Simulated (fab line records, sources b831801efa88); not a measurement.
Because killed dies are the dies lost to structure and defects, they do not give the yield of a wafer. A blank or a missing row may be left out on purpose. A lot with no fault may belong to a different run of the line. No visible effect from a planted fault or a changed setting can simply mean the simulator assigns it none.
fab line records ; flow sfq-line
record lots=14; wafers=42; last-day=84
route steps=325 shown INCOMING@2 I0@56 I4@176 JJ@182
lots that met no fault: from a run of the same line without faults
start-h: hours from the record's first day to the start of the lot's first wafer shown ; wait-h: hours since the lot's step before ; " the same as in the row above ; L1.1+2: one row covering several wafers at once ; - no value, or no start was given ; * or withheld: withheld ; < > ~ a bound
route shown NAME@n: names a module that has steps shown in the file, with the first one's number in the route ; usual: mean/standard deviation taken from wafers without a fault ; same: alike in all rows ; chamber/n: place in a boat ; sites: readings site by site ; _std_site: standard deviation of those values ; _edge_site: inner sites' mean taken away from outer sites' mean ; radius-mm: how far each site lies from the wafer's centre ; mask NAME#n: copy n ; behind: the most recent tool/chamber to have shaped the wafer ; hold: reason for holding the lot/hours on hold/outcome of the hold ; device: transistor that didn't switch, given as n, p or np ; end of line: tests of these same wafers at the route's end ; where a step has no rows: the recipe by itself ; killed: at the first sort, the dies lost to defects and structure; wafer yield is something else ; map: a wafer's dies, marking killed ones x, the rest . and places with no die _
set.NAME: the setting as run; set.NAME@STEP: as run at that earlier step ; model.NAME: the simulator's own value behind a step, which no gauge read
the route's steps for a sample of lots (tables are steps, rows are wafers)
services: the hour from which a tool's chamber was out of use, counted from the record's first day as start-h (under 0 if before that day), plus the number of hours and why
## steps
# step SFQ_TRILAYER_INCOMING_OXIDATION_002
# recipe temp-c=1000; ambient=H2O; target-thk-a=5000; p-h2o-torr=720; ox-time-s=4939
# usual ox-temp-c=1000.1/0.42; ox-temp-c-max=1004.6/1.6; spike-tc-centre-C=1001.0/1.1; zone-power-bottom-pct=33/4.4
lot.wafer;tool;chamber;start-h;wait-h;ox-temp-c;ox-temp-c-max;spike-tc-centre-C;zone-power-bottom-pct
L325.1;furnace-01;0;15.12;0.1;999.7;1005.3;999.0;38
L325.2;furnace-01;0;15.12;0.1;999.4;1005.2;1000.9;37
L325.4;furnace-01;0;15.12;0.1;999.6;1005.1;1000.4;37
L326.1;furnace-02;0;20.12;0.1;999.8;1003.0;998.5;29
L326.2;furnace-02;0;20.12;0.1;999.7;1003.0;1000.3;28
L326.5;furnace-02;0;20.12;0.1;1000.5;1003.3;1002.8;28
L327.2;furnace-01;0;25.12;0.1;1000.1;1004.8;1001.3;37
L327.3;furnace-01;0;25.12;0.1;1000.5;1005.4;1004.0;37
L327.4;furnace-01;0;25.12;0.1;1000.5;1008.9;1003.2;37
L328.4;furnace-02;0;30.12;0.0;1000.1;1002.8;1001.4;28
L328.5;furnace-02;0;30.12;0.0;1000.8;1003.8;1000.1;28
L328.6;furnace-02;0;30.12;0.0;1000.3;1004.1;999.7;28
L329.2;furnace-01;0;35.12;0.1;1000.6;1006.2;1002.4;38
L329.4;furnace-01;0;35.12;0.1;999.8;1006.2;1001.8;38
L329.5;furnace-01;0;35.12;0.1;1000.5;1006.2;1001.2;37
L334.2;furnace-02;0;60.12;0.1;1000.2;1003.6;1001.4;29
L334.5;furnace-02;0;60.12;0.1;1000.7;1004.1;1002.2;29
L334.6;furnace-02;0;60.12;0.1;1000.2;1003.3;999.5;28
L335.4;furnace-01;-;65.12;0.0;-;-;-;-
L335.5;furnace-01;-;65.12;0.0;-;-;-;-
L335.6;furnace-01;-;65.12;0.0;-;-;-;-
L336.2;furnace-02;-;70.16;0.1;-;-;-;-
L336.3;furnace-02;-;70.16;0.1;-;-;-;-
L336.4;furnace-02;-;70.16;0.1;-;-;-;-
L340.1;furnace-01;0;90.12;0.1;1000.2;1005.4;1000.9;37
L340.3;furnace-01;0;90.12;0.1;999.9;1005.4;1001.2;37
L340.5;furnace-01;0;90.12;0.1;999.4;1004.0;1000.7;37
L342.3;furnace-01;0;100.12;0.1;1000.2;1007.3;1001.9;38
L342.4;furnace-01;0;100.12;0.1;1000.7;1005.7;1002.3;37
L342.6;furnace-01;0;100.12;0.1;1000.3;1005.8;1002.1;37
L343.4;furnace-02;0;105.12;0.0;999.5;1003.2;1000.1;28
L343.5;furnace-02;0;105.12;0.0;999.3;1002.4;999.5;29
L343.6;furnace-02;0;105.12;0.0;1000.3;1003.8;998.9;29
L344.1;furnace-01;0;110.12;0.1;1000.1;1006.4;1001.5;37
L344.5;furnace-01;0;110.12;0.1;1000.3;1005.3;1001.4;37
L344.6;furnace-01;0;110.12;0.1;999.9;1004.8;1001.8;38
L345.2;furnace-02;0;115.12;0.1;1000.4;1003.6;1003.0;29
L345.4;furnace-02;0;115.12;0.1;1000.2;1003.2;999.3;29
L345.5;furnace-02;0;115.12;0.1;1000.0;1002.9;1002.7;28
L347.1;furnace-02;0;125.12;0.1;1000.0;1003.2;1001.0;29
L347.4;furnace-02;0;125.12;0.1;1000.4;1003.0;1002.7;28
L347.5;furnace-02;0;125.12;0.1;1000.0;1003.6;1000.0;28
# step SFQ_TRILAYER_I0_VIA_STRIP_STRIP_035
# recipe gas=O2; power-w=200; platen-temp-c=40; overash-fraction=0.65; chemistry=O2; pressure-mtorr=50
# usual drypump-motor-current-A=5.5/0.32; oes-product-au=0.999/0.0092
# same overash-fraction=0.65
lot.wafer;tool;chamber;start-h;wait-h;drypump-motor-current-A;oes-product-au;rf-hours-counter-h
L325.1;rie-metal-03;0;220.53;-;5.5;1.013;133
L325.2;rie-metal-03;1;220.53;-;5.3;1.014;62
L325.4;rie-metal-03;1;220.53;-;5.3;1.009;-
L326.1;rie-metal-01;0;225.39;-;5.9;0.996;180
L326.2;rie-metal-01;1;225.39;-;5.5;0.991;134
L326.5;rie-metal-01;1;225.39;-;5.5;0.982;-
L327.2;rie-metal-03;1;234.93;-;5.3;1.010;64
L327.3;rie-metal-03;0;234.93;-;5.5;1.005;-
L327.4;rie-metal-03;1;234.93;-;5.3;1.006;-
L328.4;rie-metal-01;0;239.93;-;5.9;0.999;-
L328.5;rie-metal-01;0;239.93;-;5.9;1.002;-
L328.6;rie-metal-01;1;239.93;-;5.5;0.988;-
L329.2;rie-metal-03;1;244.53;-;5.3;1.003;66
L329.4;rie-metal-03;0;244.53;-;5.5;1.012;-
L329.5;rie-metal-03;0;244.53;-;5.5;1.017;-
L334.2;rie-metal-02;0;278.88;-;4.7;0.998;6
L334.5;rie-metal-02;0;278.88;-;4.7;0.992;-
L334.6;rie-metal-02;1;278.88;-;5.4;1.000;-
L335.4;rie-metal-02;1;286.28;-;5.4;1.012;-
L335.5;rie-metal-02;0;286.28;-;4.7;1.007;-
L335.6;rie-metal-02;1;286.28;-;5.4;1.011;-
L336.2;rie-metal-01;1;298.28;-;5.5;0.988;-
L336.3;rie-metal-01;1;298.28;-;5.5;0.993;-
L336.4;rie-metal-01;1;298.28;-;5.5;0.996;-
L340.1;rie-metal-01;1;328.60;-;5.5;0.992;160
L340.3;rie-metal-01;1;328.60;-;5.5;0.990;-
L340.5;rie-metal-01;1;328.60;-;5.5;0.991;-
L342.3;rie-metal-03;1;346.60;-;5.3;1.016;-
L342.4;rie-metal-03;0;346.60;-;5.5;1.008;-
L342.6;rie-metal-03;1;346.60;-;5.3;1.011;-
L343.4;rie-metal-03;1;350.20;-;5.3;1.007;-
L343.5;rie-metal-03;1;350.20;-;5.2;0.989;-
L343.6;rie-metal-03;0;350.20;-;5.5;1.005;-
L344.1;rie-metal-01;0;354.80;-;5.9;0.986;6
L344.5;rie-metal-01;1;354.80;-;5.5;0.987;-
L344.6;rie-metal-01;0;354.80;-;5.9;0.996;-
L345.2;rie-metal-02;1;359.60;-;5.4;1.002;19
L345.4;rie-metal-02;1;359.60;-;5.4;1.013;-
L345.5;rie-metal-02;0;359.60;-;4.7;1.000;-
L347.1;rie-metal-01;1;372.80;-;5.5;0.987;168
L347.4;rie-metal-01;1;372.80;-;5.5;0.985;-
L347.5;rie-metal-01;0;372.80;-;5.9;0.991;-
# step SFQ_TRILAYER_I4_VIA_STRIP_STRIP_107
# recipe gas=O2; power-w=200; platen-temp-c=40; overash-fraction=0.65; chemistry=O2; pressure-mtorr=50
# usual drypump-motor-current-A=5.3/0.38; oes-product-au=0.998/0.0072
# same overash-fraction=0.65
lot.wafer;tool;chamber;start-h;wait-h;drypump-motor-current-A;oes-product-au;rf-hours-counter-h
L325.1;rie-metal-03;0;875.51;-;5.5;1.001;74
L325.2;rie-metal-03;1;875.51;-;5.3;1.013;10
L325.4;rie-metal-03;0;875.51;-;5.5;0.999;-
L326.1;rie-metal-01;1;883.91;-;5.5;1.005;69
L326.2;rie-metal-01;0;883.91;-;5.9;1.000;105
L326.5;rie-metal-01;1;883.91;-;5.5;0.999;-
L327.2;rie-metal-03;0;891.11;-;5.5;0.995;77
L327.3;rie-metal-03;1;891.11;-;5.3;1.002;-
L327.4;rie-metal-03;0;891.11;-;5.5;0.999;-
L328.4;rie-metal-01;0;897.31;-;5.9;0.988;-
L328.5;rie-metal-01;0;897.31;-;5.9;0.986;-
L328.6;rie-metal-01;1;897.31;-;5.5;0.989;-
L329.2;rie-metal-02;0;901.91;-;4.7;0.998;110
L329.4;rie-metal-02;0;901.91;-;4.7;1.004;-
L329.5;rie-metal-02;0;901.91;-;4.7;0.991;-
L334.2;rie-metal-01;0;974.24;-;5.9;1.002;-
L334.5;rie-metal-01;0;974.24;-;5.9;0.991;-
L334.6;rie-metal-01;0;974.24;-;5.9;0.997;-
L335.4;rie-metal-02;1;980.24;-;5.4;1.000;-
L335.5;rie-metal-02;1;980.24;-;5.4;0.992;-
L335.6;rie-metal-02;0;980.24;-;4.7;1.003;-
L336.2;rie-metal-03;1;984.84;-;5.3;0.999;28
L336.3;rie-metal-03;1;984.84;-;5.3;1.006;-
L336.4;rie-metal-03;0;984.84;-;5.5;0.995;-
L340.1;rie-metal-03;1;1190.34;-;5.3;0.990;53
L340.3;rie-metal-03;0;1190.34;-;5.5;0.993;-
L340.5;rie-metal-03;1;1190.34;-;5.2;0.995;-
L342.3;rie-metal-03;1;1208.54;-;5.3;0.990;-
L342.4;rie-metal-03;0;1208.54;-;5.5;0.994;-
L342.6;rie-metal-03;1;1208.54;-;5.3;1.003;-
L343.4;rie-metal-02;0;1217.46;-;4.7;0.995;-
L343.5;rie-metal-02;0;1217.46;-;4.7;0.983;-
L343.6;rie-metal-02;0;1217.46;-;4.7;0.993;-
L344.1;rie-metal-03;1;1238.71;-;5.3;1.008;58
L344.5;rie-metal-03;1;1238.71;-;5.3;1.002;-
L344.6;rie-metal-03;0;1238.71;-;5.5;0.998;-
L345.2;rie-metal-01;1;1248.51;-;5.5;0.984;-
L345.4;rie-metal-01;1;1248.51;-;5.5;0.998;-
L345.5;rie-metal-01;1;1248.51;-;5.5;0.982;-
L347.1;rie-metal-02;1;1266.44;-;5.4;0.979;6
L347.4;rie-metal-02;1;1266.44;-;5.4;0.979;-
L347.5;rie-metal-02;0;1266.44;-;4.7;0.984;-
# step SFQ_TRILAYER_JJ_TRILAYER_DEP_SPUTTER_112
# recipe material=Nb; base-pressure-pa=1.33e-06; chamber-pressure-pa=0.1333; substrate-temp-c=20; target-thk-nm=170; power-w=2000; time-s=113.3
# usual cathode-dc-power-W=2000.0/0.37; throttle-valve-pct=30.5/0.99
lot.wafer;tool;chamber;start-h;wait-h;cathode-dc-power-W;throttle-valve-pct
L325.1;pvd-sputter-03;-;877.41;0.5;2000.0;30.7
L325.2;pvd-sputter-03;-;877.41;0.5;2000.3;31.6
L325.4;pvd-sputter-03;-;877.41;0.5;2000.0;30.5
L326.1;pvd-sputter-06;-;885.81;0.5;2000.2;32.3
L326.2;pvd-sputter-06;-;885.81;0.5;1999.9;30.8
L326.5;pvd-sputter-06;-;885.81;0.5;1999.8;29.0
L327.2;pvd-sputter-05;-;893.01;0.5;2000.0;29.9
L327.3;pvd-sputter-05;-;893.01;0.5;1999.8;29.4
L327.4;pvd-sputter-05;-;893.01;0.5;2000.5;31.6
L328.4;pvd-sputter-06;-;899.02;0.5;2000.6;30.8
L328.5;pvd-sputter-06;-;899.02;0.5;2000.5;32.4
L328.6;pvd-sputter-06;-;899.02;0.5;2000.6;29.9
L329.2;pvd-sputter-06;-;903.82;0.5;1999.8;30.7
L329.4;pvd-sputter-06;-;903.82;0.5;2000.1;28.8
L329.5;pvd-sputter-06;-;903.82;0.5;1999.8;30.8
L334.2;pvd-sputter-06;-;976.54;0.5;1999.7;30.5
L334.5;pvd-sputter-06;-;976.54;0.5;1999.3;29.3
L334.6;pvd-sputter-06;-;976.54;0.5;2000.1;30.7
L335.4;pvd-sputter-05;-;981.94;0.5;2000.0;29.8
L335.5;pvd-sputter-05;-;981.94;0.5;1999.7;29.5
L335.6;pvd-sputter-05;-;981.94;0.5;2000.0;30.0
L336.2;pvd-sputter-03;-;986.76;0.5;2000.3;30.7
L336.3;pvd-sputter-03;-;986.76;0.5;2000.2;29.7
L336.4;pvd-sputter-03;-;986.76;0.5;1999.9;30.5
L340.1;pvd-sputter-06;-;1192.24;0.5;1999.2;29.0
L340.3;pvd-sputter-06;-;1192.24;0.5;2000.2;30.8
L340.5;pvd-sputter-06;-;1192.24;0.5;2000.2;32.3
L342.3;pvd-sputter-03;-;1210.25;0.5;2000.3;30.4
L342.4;pvd-sputter-03;-;1210.25;0.5;2000.1;30.8
L342.6;pvd-sputter-03;-;1210.25;0.5;1999.5;29.7
L343.4;pvd-sputter-06;-;1219.36;0.5;1999.7;28.8
L343.5;pvd-sputter-06;-;1219.36;0.5;1999.7;32.4
L343.6;pvd-sputter-06;-;1219.36;0.5;1999.6;30.9
L344.1;pvd-sputter-03;-;1240.61;0.5;2000.8;30.5
L344.5;pvd-sputter-03;-;1240.61;0.5;1999.3;31.4
L344.6;pvd-sputter-03;-;1240.61;0.5;2000.1;30.7
L345.2;pvd-sputter-06;-;1250.99;0.5;1999.9;29.7
L345.4;pvd-sputter-06;-;1250.99;0.5;2000.2;29.0
L345.5;pvd-sputter-06;-;1250.99;0.5;1999.9;30.5
L347.1;pvd-sputter-05;-;1268.34;0.5;2000.1;31.6
L347.4;pvd-sputter-05;-;1268.34;0.5;2000.4;30.0
L347.5;pvd-sputter-05;-;1268.34;0.5;2000.2;29.9
## services
tool;chamber;start-h;hours;kind
rie-metal-03;0;70.39;1.2;repair
rie-metal-01;-;104.09;5.0;repair
rie-metal-01;1;110.05;3.4;repair
rie-metal-01;-;165.25;2.8;pm
rie-metal-03;0;176.64;8.9;repair
rie-metal-01;1;193.21;11.8;repair
rie-metal-03;-;199.59;1.2;repair
rie-metal-03;-;227.05;0.3;repair
rie-metal-03;0;259.94;22.7;repair
rie-metal-03;-;276.41;28.1;pm
rie-metal-03;-;324.33;2.8;pm
rie-metal-01;-;346.75;1.1;repair
rie-metal-03;0;359.94;11.6;repair
rie-metal-01;-;415.52;14.6;pm
rie-metal-01;1;511.03;7.9;repair
rie-metal-03;1;554.65;3.9;repair
rie-metal-01;1;602.00;9.6;repair
rie-metal-01;1;622.33;3.8;repair
rie-metal-01;-;709.48;1.7;repair
rie-metal-01;-;811.57;1.6;repair
rie-metal-01;1;830.08;12.6;repair
rie-metal-03;-;858.02;0.4;repair
rie-metal-03;0;858.34;4.4;repair
rie-metal-03;-;1230.41;1.4;pm
## key
first-sign step=SFQ_TRILAYER_INCOMING_OXIDATION_002; reading=tool-record; direction=missing
effect none on later readings
met-at SFQ_TRILAYER_INCOMING_OXIDATION_002
struck-lots L335,L336
not-acting-at SFQ_TRILAYER_I0_VIA_STRIP_STRIP_035,SFQ_TRILAYER_I4_VIA_STRIP_STRIP_107,SFQ_TRILAYER_JJ_TRILAYER_DEP_SPUTTER_112
onset-between 60.12 65.12
fault kind=skipped-step-whole; tool=furnace-01,furnace-02; chamber=-; onset-h=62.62; steps=SFQ_TRILAYER_INCOMING_OXIDATION_002; scope=struck-lots-only
